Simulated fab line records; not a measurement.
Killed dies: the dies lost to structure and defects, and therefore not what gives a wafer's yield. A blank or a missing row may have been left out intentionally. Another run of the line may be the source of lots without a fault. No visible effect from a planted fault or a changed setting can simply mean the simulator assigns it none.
Check of tool commonality :: flow gf180mcu :: 13 lots, 38 wafers sampled

== WHY THIS WAS OPENED ==
Flagged at GF_HV_LDD_CD_MEAS_07: reading cd_nm, on 1 of 13 lots. Wafers without a fault read 400.1 nm, standard deviation 2.
Rule: a lot is flagged in two cases, either no wafer of it has a number, or all its wafers with numbers fall more than 4 standard deviations from that mean. All remaining lots are regarded as sound.

lot: L680
measured: day 10 01:41
on: cd_sem-01
cd_nm (nm), wafer by wafer: 400.5 398.3 400.5
flag: 

lot: L682
measured: day 10 14:14
on: cd_sem-02
cd_nm (nm), wafer by wafer: 398.4 401.4 399.4
flag: 

lot: L683
measured: day 11 03:32
on: cd_sem-02
cd_nm (nm), wafer by wafer: 400.5 402.3 402.7
flag: 

lot: L685
measured: day 11 13:50
on: cd_sem-02
cd_nm (nm), wafer by wafer: 399.4 400.2 399.4
flag: 

lot: L686
measured: day 12 00:55
on: cd_sem-01
cd_nm (nm), wafer by wafer: 400.3 398.2 399.9
flag: 

lot: L688
measured: day 12 11:07
on: cd_sem-02
cd_nm (nm), wafer by wafer: 400.4 400.6 398.0
flag: 

lot: L687
measured: day 12 11:16
on: cd_sem-01
cd_nm (nm), wafer by wafer: 396.7 399.9 397.1
flag: 

lot: L689
measured: day 12 19:25
on: cd_sem-01
cd_nm (nm), wafer by wafer: 402.7 401.9 403.2
flag: 

lot: L691
measured: day 13 09:11
on: cd_sem-02
cd_nm (nm), wafer by wafer: 401.6 399.3 398.7
flag: 

lot: L692
measured: day 13 15:20
on: cd_sem-02
cd_nm (nm), wafer by wafer: 400.7 400.5 400.1
flag: 

lot: L693
measured: day 14 02:20
on: cd_sem-02
cd_nm (nm), wafer by wafer: 401.5 401.0 402.4
flag: 

lot: L700
measured: day 15 22:47
on: cd_sem-01
cd_nm (nm), wafer by wafer: 423.9 422.6
flag: FLAGGED

lot: L703
measured: day 17 02:02
on: cd_sem-01
cd_nm (nm), wafer by wafer: 399.6 402.2 402.0
flag: 
The numbers of the flagged lots are 423.2 nm on average: +23.1 nm against the usual, or +12 standard deviations.

== EACH LOT AND THE TOOL IT RAN ON ==
The record holds 1 process step before the reading, out of a route of 602 steps. Each cell gives the tool, then ch followed by the chambers the sampled wafers passed through, then the start.
lot: L680
flag: 
GF_HV_LDD_COAT_02: litho_track-01 ch 0, day 9 17:16

lot: L682
flag: 
GF_HV_LDD_COAT_02: litho_track-01 ch 0, day 10 05:04

lot: L683
flag: 
GF_HV_LDD_COAT_02: litho_track-03 ch 0, day 10 17:59

lot: L685
flag: 
GF_HV_LDD_COAT_02: litho_track-01 ch 0, day 11 04:41

lot: L686
flag: 
GF_HV_LDD_COAT_02: litho_track-02 ch 0, day 11 14:46

lot: L688
flag: 
GF_HV_LDD_COAT_02: litho_track-02 ch 0, day 12 00:19

lot: L687
flag: 
GF_HV_LDD_COAT_02: litho_track-01 ch 0, day 12 00:19

lot: L689
flag: 
GF_HV_LDD_COAT_02: litho_track-02 ch 0, day 12 09:19

lot: L691
flag: 
GF_HV_LDD_COAT_02: litho_track-02 ch 0, day 12 23:14

lot: L692
flag: 
GF_HV_LDD_COAT_02: litho_track-03 ch 0, day 13 04:41

lot: L693
flag: 
GF_HV_LDD_COAT_02: litho_track-02 ch 0, day 13 15:41

lot: L700
flag: FLAGGED
GF_HV_LDD_COAT_02: litho_track-03 ch 0, day 15 11:29

lot: L703
flag: 
GF_HV_LDD_COAT_02: litho_track-01 ch 0, day 16 14:21
What the steps here do:
- GF_HV_LDD_COAT_02: resist thk 1000 nm.
- GF_HV_LDD_CD_MEAS_07: target cd 400 nm.

== FLAGGED AGAINST TOTAL, ONE TOOL AT A TIME (gauges that did the reading follow at the end) ==
step: GF_HV_LDD_COAT_02
tool: litho_track-01
lots run: 5
flagged: 0
share of the flagged lots: none
sound lots run after its first flagged lot: -

step: GF_HV_LDD_COAT_02
tool: litho_track-02
lots run: 5
flagged: 0
share of the flagged lots: none
sound lots run after its first flagged lot: -

step: GF_HV_LDD_COAT_02
tool: litho_track-03
lots run: 3
flagged: 1
share of the flagged lots: all
sound lots run after its first flagged lot: 0

step: GF_HV_LDD_CD_MEAS_07
tool: cd_sem-01
lots run: 6
flagged: 1
share of the flagged lots: all
sound lots run after its first flagged lot: 1 (L703)

step: GF_HV_LDD_CD_MEAS_07
tool: cd_sem-02
lots run: 7
flagged: 0
share of the flagged lots: none
sound lots run after its first flagged lot: -

== WHAT THE TABLE ALLOWS ==
Rows of the table that ran all the flagged lots, 2 in number: litho_track-03 at GF_HV_LDD_COAT_02; cd_sem-01 at GF_HV_LDD_CD_MEAS_07.
- litho_track-03 at GF_HV_LDD_COAT_02: 1 of its 3 lots flagged. Its last sound lot is L692 (day 13 04:41), its first flagged lot L700 (day 15 11:29): a fault that began between those two fits.
- cd_sem-01 at GF_HV_LDD_CD_MEAS_07: 1 of its 6 lots flagged. Lots that were sound ran on it after the first flagged one (L703); a persistent fault on the entire tool would not allow that.
Left over: one tool, litho_track-03 at GF_HV_LDD_COAT_02.

== WHAT THE SIMULATOR HAD INSERTED ==
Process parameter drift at GF_HV_LDD_COAT_02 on litho_track-03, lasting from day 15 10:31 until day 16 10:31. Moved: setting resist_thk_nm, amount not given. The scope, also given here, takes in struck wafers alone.
Lots struck among those shown: L700. Same finding as the rule above.
